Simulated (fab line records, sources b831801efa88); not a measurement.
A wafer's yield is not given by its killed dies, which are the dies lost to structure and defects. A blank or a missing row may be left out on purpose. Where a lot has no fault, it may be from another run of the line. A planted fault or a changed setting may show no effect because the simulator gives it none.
Which tool did it? -- flow sky130 -- 24 lots with 72 wafers sampled at 2 steps, on a route of 708 steps

## WHAT THE GAUGES READ, wafer by wafer
SKY_CONTACT_THK_MEAS_03. Usual: CONTACT_HDPCVD_THK typically reads 566 nm, with standard deviation 5.7.
lot,measured,on,CONTACT_HDPCVD_THK (nm),flag
L074,day 31 03:19,filmMetro-01,564 561 564,
L076,day 31 10:29,filmMetro-01,561 555 566,
L075,day 31 13:43,filmMetro-01,575 566 570,
L077,day 31 17:44,filmMetro-02,571 575 560,
L078,day 31 21:48,filmMetro-02,570 570 569,
L079,day 32 03:34,filmMetro-02,570 552 574,
L081,day 32 19:25,filmMetro-02,557 569 557,
L080,day 32 23:22,filmMetro-04,557 573 558,
L082,day 33 00:20,filmMetro-02,571 570 569,
L083,day 33 11:41,filmMetro-01,563 556 565,
L084,day 33 21:08,filmMetro-02,561 560 555,
L085,day 34 05:51,filmMetro-02,561 573 572,
L086,day 34 07:58,filmMetro-01,566 570 562,
L087,day 34 14:56,filmMetro-04,564 567 562,
L088,day 34 21:49,filmMetro-01,562 565 574,
L089,day 35 03:32,filmMetro-01,567 571 565,
L090,day 35 14:05,filmMetro-04,573 565 572,
L091,day 35 16:41,filmMetro-02,571 583 560,
L092,day 36 08:26,filmMetro-04,557 566 572,
L093,day 36 09:22,filmMetro-01,567 559 562,
L094,day 36 20:29,filmMetro-04,567 564 570,
L095,day 37 03:26,filmMetro-01,566 565 565,
L096,day 37 07:02,filmMetro-01,554 562 560,
L097,day 37 12:18,filmMetro-04,571 571 569,

## TOOL THAT RAN EACH LOT (tool first, then ch and the chambers of the sampled wafers, then the start)
lot,SKY_LI_CONTACT_CMP_24
L074,"cmp-02 ch 0,2,3, day 29 21:50"
L076,"cmp-01 ch 0,2,3, day 30 05:20"
L075,"cmp-02 ch 0,1,3, day 30 08:14"
L077,"cmp-01 ch 1,2, day 30 12:02"
L078,"cmp-01 ch 1,2, day 30 16:34"
L079,"cmp-01 ch 0,2,3, day 30 22:07"
L081,"cmp-02 ch 0,1,3, day 31 15:25"
L080,"cmp-02 ch 0,1,3, day 31 18:57"
L082,"cmp-01 ch 1,2,3, day 31 20:04"
L083,"cmp-02 ch 1,2,3, day 32 07:04"
L084,"cmp-02 ch 0,2,3, day 32 16:47"
L085,"cmp-01 ch 0,2,3, day 33 01:15"
L086,"cmp-01 ch 1,3, day 33 03:10"
L087,"cmp-01 ch 0,1, day 33 11:18"
L088,"cmp-02 ch 0,2,3, day 33 18:17"
L089,"cmp-01 ch 0,1,2, day 33 22:56"
L090,"cmp-01 ch 1,2, day 34 09:47"
L091,"cmp-02 ch 1,2,3, day 34 12:22"
L092,"cmp-01 ch 1,2,3, day 35 05:03"
L093,"cmp-02 ch 1,2,3, day 35 06:14"
L094,"cmp-02 ch 0,1,2, day 35 17:59"
L095,"cmp-01 ch 0,1,2, day 36 00:00"
L096,"cmp-02 ch 0,3, day 36 03:09"
L097,"cmp-02 ch 0,1,3, day 36 09:13"
- SKY_LI_CONTACT_CMP_24: polishes, stops on PSG, t overpolish 20 s, target thk 0 nm.

## WHAT THE TOOLS THEMSELVES READ (means of the sampled wafers that have a number; where no wafer has one, the mark that the record gives instead)
SKY_LI_CONTACT_CMP_24. Usual: motorCurrentA 11.2 A, standard deviation 1.3; overpolishRunS 19.999 s, standard deviation 0.0094; timeToEndpointS 94 s, standard deviation 5.4.
lot,tool,motorCurrentA (A),overpolishRunS (s),timeToEndpointS (s),flag
L074,cmp-02,11.1,19.999,90,
L076,cmp-01,11.1,20.007,95,
L075,cmp-02,11.1,19.995,93,
L077,cmp-01,10.7,19.999,98,
L078,cmp-01,11.3,19.998,98,
L079,cmp-01,10.8,19.996,93,
L081,cmp-02,11.2,20.003,91,
L080,cmp-02,11.5,20.004,90,
L082,cmp-01,10.3,19.994,92,
L083,cmp-02,11.5,19.999,94,
L084,cmp-02,11.2,19.995,96,
L085,cmp-01,11.0,19.992,95,
L086,cmp-01,10.1,19.995,93,
L087,cmp-01,12.6,19.992,98,
L088,cmp-02,10.9,20.006,94,
L089,cmp-01,12.1,19.997,95,
L090,cmp-01,11.3,20.006,100,
L091,cmp-02,11.1,19.997,96,
L092,cmp-01,10.4,20.002,95,
L093,cmp-02,11.5,20.001,94,
L094,cmp-02,11.0,19.998,90,
L095,cmp-01,12.4,19.991,98,
L096,cmp-02,11.0,19.993,97,
L097,cmp-02,11.3,20.001,96,

## THE ANSWER, worked out from the rows above alone
Rule: a lot counts as off when the mean over its wafers that have a number is more than 3 standard deviations away from the usual mean. Also off: a lot with no number at a reading for which 4 or more lots have one. All remaining lots with rows at the step are treated as sound. The gauges are gone through in route order, then the tools' own readings, and for those a lot's mean is taken as printed above. At the first step where some lot is off, the reading lying furthest off is the one used; lots without a number count as furthest.
No lot is off at any reading shown: from this, nothing can be told.

## WHAT THE SIMULATOR HAD PUT IN
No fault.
